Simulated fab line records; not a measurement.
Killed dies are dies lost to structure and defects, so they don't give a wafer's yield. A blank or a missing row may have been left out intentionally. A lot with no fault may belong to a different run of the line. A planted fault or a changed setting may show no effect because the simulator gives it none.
fab line records ; flow sky130
record: lots: 5; wafers: 15; last_day: 50
route steps=708 shown PWDE@48 NWELL@56
lots that met no fault: taken from a fault-free run of the same line
start_h: the number of hours between the record's first day and the start of the first shown wafer of the lot ; wait_h: how many hours have passed since the lot's step before this one ; " the same as in the row above ; L1.1+2: a single row standing in for several wafers ; - no value, or no start given ; * or withheld: withheld ; < > ~ a bound
route shown NAME@n: NAME is a module with steps in the file, n the number in the route of the first one ; usual: the fault-free wafers' mean and standard deviation ; same: alike in all rows ; chamber/n: place in a boat ; sites: per-site readings ; _std_site: the values' standard deviation ; _edge_site: outer sites' mean less inner sites' ; radius_mm: for every site, how far away it sits from the centre of the wafer ; mask NAME#n: copy n ; behind: the last tool/chamber to shape the wafer ; hold: cause of the lot's hold/its duration in hours/its outcome ; device: whichever transistor did not switch (one of n, p or np) ; end of line: the route-end tests of the same wafers ; step lacking rows: just its recipe ; killed: dies that structure and defects cost at the first sort, which is not the same as the wafer's yield ; map: the dies of a wafer, with x for killed, . for not killed, _ for no die there
set.NAME: the setting as run; set.NAME@STEP: as run at that earlier step ; model.NAME: the simulator's own value behind a step, which no gauge read
a table for each step, a row for each wafer; lots at some steps of the route
services: a tool's chamber out of use, with start hour (start_h, from the record's first day; less than 0 if before it), hours out, and reason
== steps ==
step: SKY_PWDE_SOFTBAKE_03
recipe: temp_c: 110; time_s: withheld
step: SKY_PWDE_EXPOSE_04
recipe: mask_id: PWDEM; na: 0.6; source_shape: conventional; sigma_outer: 0.6; polarization: unpolarized; target_cd_nm: 840; dose_mj: 214
step: SKY_PWDE_PEB_05
recipe: temp_c: 115; time_s: withheld
step: SKY_PWDE_DEVELOP_06
recipe: wall_angle_deg: 90; developer: TMAH; develop_time_s: 60; dev_temp_c: 23
step: SKY_PWDE_OVL_MEAS_07
usual: PWDE_OVL: 0.9/1.5
lot.wafer;tool;chamber;start_h;wait_h;PWDE_OVL[nm]
L378.2;overlay-01;-;91.66;-;0.6
L378.5;overlay-01;-;91.66;-;1.2
L378.6;overlay-01;-;91.66;-;3.3
L388.1;overlay-01;-;148.70;-;1.7
L388.4;overlay-01;-;148.70;-;-1.5
L388.5;overlay-01;-;148.70;-;1.1
L389.4;overlay-01;-;152.27;-;2.1
L389.5;overlay-01;-;152.27;-;0.0
L389.6;overlay-01;-;152.27;-;0.3
L394.1;overlay-02;-;185.15;-;-0.3
L394.5;overlay-02;-;185.15;-;1.9
L394.6;overlay-02;-;185.15;-;2.4
L397.1;overlay-01;-;198.14;-;1.4
L397.4;overlay-01;-;198.14;-;0.3
L397.5;overlay-01;-;198.14;-;-1.3
step: SKY_PWDE_IMPLANT_08
recipe: species: B; energy_kev: 150; dose_cm2: 3.6e+12; tilt_deg: withheld
step: SKY_PWDE_STRIP_09
recipe: chemistry: O2/N2; power_w: 1400; pressure_mtorr: 1500; platen_temp_c: withheld; o2_flow_sccm: 3000; n2_flow_sccm: 300; overash_fraction: 0.5
usual: drypump_motor_current_A: 5.9/0.49; oes_product_au: 0.723/0.0049; strip_time_to_endpoint_s: 36.98/0.086
lot.wafer;tool;chamber;start_h;wait_h;drypump_motor_current_A;oes_product_au;rf_hours_counter_h;strip_time_to_endpoint_s
L378.2;plasma_asher-02;0;91.84;0.1;5.4;0.724;41;36.85
L378.5;plasma_asher-02;0;91.84;0.1;5.4;0.726;-;36.94
L378.6;plasma_asher-02;1;91.84;0.1;6.0;0.725;-;36.97
L388.1;plasma_asher-03;1;148.89;0.1;5.6;0.725;34;36.92
L388.4;plasma_asher-03;0;148.89;0.1;5.4;0.723;-;36.96
L388.5;plasma_asher-03;0;148.89;0.1;5.5;0.726;-;36.98
L389.4;plasma_asher-03;0;152.47;0.1;5.5;0.723;-;37.00
L389.5;plasma_asher-03;1;152.47;0.1;5.5;0.719;-;36.89
L389.6;plasma_asher-03;0;152.47;0.1;5.5;0.726;-;36.92
L394.1;plasma_asher-04;0;185.34;0.1;6.3;0.731;49;36.91
L394.5;plasma_asher-04;0;185.34;0.1;6.3;0.721;-;36.91
L394.6;plasma_asher-04;1;185.34;0.1;6.8;0.722;-;36.87
L397.1;plasma_asher-03;0;198.33;0.1;5.5;0.720;38;37.05
L397.4;plasma_asher-03;0;198.33;0.1;5.5;0.719;-;37.08
L397.5;plasma_asher-03;1;198.33;0.1;5.6;0.725;-;37.08
step: SKY_PWDE_TW_MEAS_10
usual: PWDE_TW: 375/3.7
lot.wafer;tool;chamber;start_h;wait_h;PWDE_TW
L378.2;film_metro-03;-;91.95;0.1;371
L378.5;film_metro-03;-;91.95;0.1;368
L378.6;film_metro-03;-;91.95;0.1;371
L388.1;film_metro-03;-;148.99;0.1;370
L388.4;film_metro-03;-;148.99;0.1;374
L388.5;film_metro-03;-;148.99;0.1;372
L389.4;film_metro-03;-;152.57;0.1;371
L389.5;film_metro-03;-;152.57;0.1;373
L389.6;film_metro-03;-;152.57;0.1;372
L394.1;film_metro-01;-;185.44;0.1;380
L394.5;film_metro-01;-;185.44;0.1;380
L394.6;film_metro-01;-;185.44;0.1;379
L397.1;film_metro-03;-;198.43;0.1;372
L397.4;film_metro-03;-;198.43;0.1;372
L397.5;film_metro-03;-;198.43;0.1;372
step: SKY_NWELL_DEHYDRATE_03
recipe: temp_c: 200; time_s: 60
step: SKY_NWELL_HMDS_04
recipe: prime_time_s: 60; prime_temp_c: 120
step: SKY_NWELL_COAT_05
recipe: spin_rpm: 2000; resist_thk_nm: 2947
step: SKY_NWELL_SOFTBAKE_06
recipe: temp_c: 110; time_s: withheld
step: SKY_NWELL_EXPOSE_07
recipe: mask_id: NWM; na: 0.6; source_shape: conventional; sigma_outer: 0.6; polarization: unpolarized; target_cd_nm: 840; dose_mj: 255
same: na: 0.6
lot.wafer;tool;chamber;start_h;wait_h;mask
L378.2+5+6;iline_stepper-02;0;100.74;-;NWM#0
L388.1+4+5;iline_stepper-02;0;159.04;-;NWM#0
L389.4+5+6;iline_stepper-02;0;162.97;-;HVTPM#0
L394.1+5+6;iline_stepper-02;0;195.80;-;NWM#0
L397.1+4+5;iline_stepper-02;0;209.27;-;NWM#0
step: SKY_NWELL_PEB_08
recipe: temp_c: 115; time_s: withheld
step: SKY_NWELL_DEVELOP_09
recipe: wall_angle_deg: 90; developer: TMAH; develop_time_s: 60; dev_temp_c: 23
step: SKY_NWELL_OVL_MEAS_10
usual: NWELL_00_OVL: -0.7/1.4
lot.wafer;tool;chamber;start_h;wait_h;NWELL_00_OVL[nm]
L378.2;overlay-02;-;109.45;-;-0.8
L378.5;overlay-02;-;109.45;-;-0.4
L378.6;overlay-02;-;109.45;-;0.3
L388.1;overlay-01;-;169.70;-;1.5
L388.4;overlay-01;-;169.70;-;-1.5
L388.5;overlay-01;-;169.70;-;-0.2
L389.4;overlay-01;-;173.32;-;-
L389.5;overlay-01;-;173.32;-;-
L389.6;overlay-01;-;173.32;-;-
L394.1;overlay-01;-;206.29;-;0.7
L394.5;overlay-01;-;206.29;-;0.8
L394.6;overlay-01;-;206.29;-;1.4
L397.1;overlay-01;-;220.25;-;-1.6
L397.4;overlay-01;-;220.25;-;-1.8
L397.5;overlay-01;-;220.25;-;-2.5
step: SKY_NWELL_IMPLANT_11
recipe: species: P; energy_kev: 400; dose_cm2: 1.9e+13; tilt_deg: withheld
step: SKY_NWELL_IMPLANT_12
recipe: species: P; energy_kev: 120; dose_cm2: 1.3e+12; tilt_deg: withheld
step: SKY_NWELL_IMPLANT_13
recipe: species: P; energy_kev: 50; dose_cm2: 7e+11; tilt_deg: withheld
step: SKY_NWELL_STRIP_14
recipe: chemistry: O2/N2; power_w: 1400; pressure_mtorr: 1500; platen_temp_c: withheld; o2_flow_sccm: 3000; n2_flow_sccm: 300; overash_fraction: 0.5
usual: drypump_motor_current_A: 6.1/0.48; oes_product_au: 0.722/0.0046; strip_time_to_endpoint_s: 36.31/0.1
lot.wafer;tool;chamber;start_h;wait_h;drypump_motor_current_A;oes_product_au;rf_hours_counter_h;strip_time_to_endpoint_s
L378.2;plasma_asher-04;1;109.93;0.1;6.8;0.713;41;36.33
L378.5;plasma_asher-04;1;109.93;0.1;6.8;0.722;-;36.45
L378.6;plasma_asher-04;0;109.93;0.1;6.3;0.719;-;36.32
L388.1;plasma_asher-04;0;170.19;0.1;6.3;0.714;47;36.33
L388.4;plasma_asher-04;0;170.19;0.1;6.3;0.714;-;36.40
L388.5;plasma_asher-04;0;170.19;0.1;6.3;0.723;-;36.30
L389.4;plasma_asher-01;1;173.87;0.1;6.3;0.728;-;36.25
L389.5;plasma_asher-01;1;173.87;0.1;6.3;0.717;-;36.40
L389.6;plasma_asher-01;0;173.87;0.1;5.7;0.719;-;36.32
L394.1;plasma_asher-04;0;206.78;0.1;6.3;0.722;51;36.32
L394.5;plasma_asher-04;0;206.78;0.1;6.3;0.713;-;36.28
L394.6;plasma_asher-04;1;206.78;0.1;6.8;0.720;-;36.36
L397.1;plasma_asher-03;0;220.73;0.1;5.5;0.717;40;36.45
L397.4;plasma_asher-03;1;220.73;0.1;5.6;0.720;-;36.41
L397.5;plasma_asher-03;1;220.73;0.1;5.6;0.722;-;36.42
step: SKY_NWELL_TW_MEAS_15
usual: NWELL_TW: 1841/13
lot.wafer;tool;chamber;start_h;wait_h;NWELL_TW
L378.2;film_metro-01;-;110.04;0.1;1836
L378.5;film_metro-01;-;110.04;0.1;1834
L378.6;film_metro-01;-;110.04;0.1;1835
L388.1;film_metro-02;-;170.29;0.1;1878
L388.4;film_metro-02;-;170.29;0.1;1859
L388.5;film_metro-02;-;170.29;0.1;1870
L389.4;film_metro-01;-;173.97;0.1;31
L389.5;film_metro-01;-;173.97;0.1;31
L389.6;film_metro-01;-;173.97;0.1;30
L394.1;film_metro-02;-;206.88;0.1;1854
L394.5;film_metro-02;-;206.88;0.1;1846
L394.6;film_metro-02;-;206.88;0.1;1835
L397.1;film_metro-03;-;220.83;0.1;1826
L397.4;film_metro-03;-;220.83;0.1;1818
L397.5;film_metro-03;-;220.83;0.1;1806
step: SKY_NWELL_DEHYDRATE_16
recipe: temp_c: 200; time_s: 60
== services ==
tool;chamber;start_h;hours;kind
plasma_asher-02;-;108.75;9.0;pm
plasma_asher-02;0;108.75;9.0;vent_cycle
plasma_asher-02;1;108.75;9.0;vent_cycle
plasma_asher-02;-;110.40;1.7;repair
plasma_asher-02;0;117.75;-;clean
plasma_asher-02;1;117.75;-;clean
plasma_asher-01;-;146.01;2.8;pm
plasma_asher-01;-;161.33;1.3;repair
iline_stepper-02;0;169.09;-;calibration
plasma_asher-03;-;180.65;11.5;repair
plasma_asher-02;-;203.30;2.8;pm
iline_stepper-02;-;217.92;1.7;pm
== key ==
first_sign: step: SKY_NWELL_EXPOSE_07; reading: mask; direction: changed
effect: step: SKY_NWELL_OVL_MEAS_10; reading: NWELL_00_OVL; direction: missing
effect: step: SKY_NWELL_TW_MEAS_15; reading: NWELL_TW; direction: down; sigmas: 99+; usual: 1841; struck: 31
met_at SKY_NWELL_EXPOSE_07
struck_wafers L389.4,L389.5,L389.6
sort_left_out L389.4,L389.5,L389.6
tester_left_out L389
onset_between 159.04 162.97
fault: kind: wrong_mask; tool: any; chamber: -; onset_h: 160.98; steps: SKY_NWELL_EXPOSE_07; aux_copy: HVTPM#0; scope: struck_lots_only
tester_left_out: of these lots the tester's yield and bins aren't shown, on N5 and GAA mostly nor the transistor test; their killed dies are dies lost to structure and defects alone, not to doping, threshold or leakage, so they don't give the yield
sort_left_out: the simulated sort isn't trusted on such a fault, so these wafers' sort isn't shown, and their yield isn't known
